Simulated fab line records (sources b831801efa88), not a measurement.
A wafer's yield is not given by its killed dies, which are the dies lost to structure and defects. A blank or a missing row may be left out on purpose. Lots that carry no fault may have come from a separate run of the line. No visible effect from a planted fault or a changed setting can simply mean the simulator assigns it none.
Which tool did it?	flow gf180mcu	15 lots with 45 wafers sampled at 3 steps, on a route of 602 steps

WHAT THE GAUGES SHOWED, per wafer
GF_V4_OVL_MEAS_15. Usual: V4_OVL gives 0 nm (standard deviation 5.5).
lot	measured	on	V4_OVL (nm)	flag
L555	day 24 09:17	overlay-01	7 14 11	
L556	day 25 02:01	overlay-01	-1 -2 3	
L559	day 25 19:35	overlay-01	1 2 -2	
L558	day 25 22:59	overlay-01	-3 7 4	
L561	day 26 17:08	overlay-02	-1 -3 -6	
L562	day 27 03:11	overlay-01	0 -7 -6	
L564	day 27 10:32	overlay-01	-1 0 -3	
L563	day 27 12:59	overlay-02	2 -7 -3	
L565	day 27 21:32	overlay-02	0 6 2	
L572	day 29 12:11	overlay-01	9 9 2	
L573	day 30 00:12	overlay-01	0 -1 -3	
L574	day 30 00:56	overlay-01	-3 0 -9	
L576	day 30 16:50	overlay-01	4 -7 -6	
L577	day 30 22:29	overlay-02	0 -6 -2	
L578	day 31 09:14	overlay-02	6 -5 -4	

GF_M5_CD_MEAS_07: the cd target is 280 nm. Usual: cd nm 280.2 nm, standard deviation 1.2.
lot	measured	on	cd nm (nm)	flag
L555	day 26 06:32	cd sem-01	279.5 280.9 282.1	
L556	day 26 21:58	cd sem-02	281.3 280.3 280.8	
L559	day 27 15:13	cd sem-02	280.5 280.9 280.6	
L558	day 27 18:07	cd sem-01	280.0 280.9 281.2	
L561	day 28 11:32	cd sem-02	277.9 277.6 278.8	
L562	day 28 21:31	cd sem-01	280.6 280.7 280.8	
L564	day 29 03:52	cd sem-02	280.4 279.0 278.6	
L563	day 29 05:29	cd sem-02	279.7 280.5 279.8	
L565	day 29 14:19	cd sem-02	279.3 280.1 280.0	
L572	day 31 03:05	cd sem-01	279.3 280.7 280.5	
L573	day 31 14:42	cd sem-01	278.6 278.1 278.7	
L574	day 31 15:55	cd sem-01	278.9 278.2 280.9	
L576	day 32 05:27	cd sem-02	280.8 279.9 280.2	
L577	day 32 10:38	cd sem-01	280.4 279.3 279.9	
L578	day 32 20:34	cd sem-02	279.2 278.5 279.1	

GF_V5_THK_MEAS_01. Usual: V5_CVD_00_THK gives 300 nm (standard deviation 3.6).
lot	measured	on	V5_CVD_00_THK (nm)	flag
L555	day 26 07:26	film metro-04	302 302 302	
L556	day 26 22:49	film metro-02	296 301 302	
L559	day 27 16:07	film metro-04	298 301 300	
L558	day 27 19:00	film metro-01	299 302 303	
L561	day 28 12:31	film metro-01	300 301 299	
L562	day 28 22:25	film metro-04	306 305 306	
L564	day 29 04:46	film metro-01	293 302 298	
L563	day 29 06:23	film metro-01	295 301 301	
L565	day 29 15:19	film metro-02	305 304 306	
L572	day 31 03:56	film metro-01	306 299 301	
L573	day 31 15:33	film metro-01	302 298 299	
L574	day 31 16:46	film metro-01	299 302 300	
L576	day 32 06:20	film metro-04	304 299 303	
L577	day 32 11:37	film metro-02	292 303 299	
L578	day 32 21:26	film metro-02	299 306 302	

TOOL THAT RAN EACH LOT (tool first, then ch and the chambers of the sampled wafers, then the start)
There is no process step in the record ahead of these readings.

WHAT THE TOOLS THEMSELVES READ (means of the sampled wafers that have a number; where no wafer has one, the mark that the record gives instead)
The record holds no such reading with a usual standard deviation.

THE ANSWER, worked out from the rows above alone
Rule: a lot counts as off when the mean over its wafers that have a number is more than 3 standard deviations away from the usual mean. Also off: a lot with no number at a reading for which 4 or more lots have one. Any other lot the step has rows for is counted as sound. First the gauges in route order, then the tools' own readings, where a lot's mean is used as printed above. The first step at which some lot is off is used, and at that step the reading that is off furthest; a lot without a number counts as furthest.
None of the lots is off at any reading shown; this tells nothing.

WHAT WAS PUT IN BY THE SIMULATOR
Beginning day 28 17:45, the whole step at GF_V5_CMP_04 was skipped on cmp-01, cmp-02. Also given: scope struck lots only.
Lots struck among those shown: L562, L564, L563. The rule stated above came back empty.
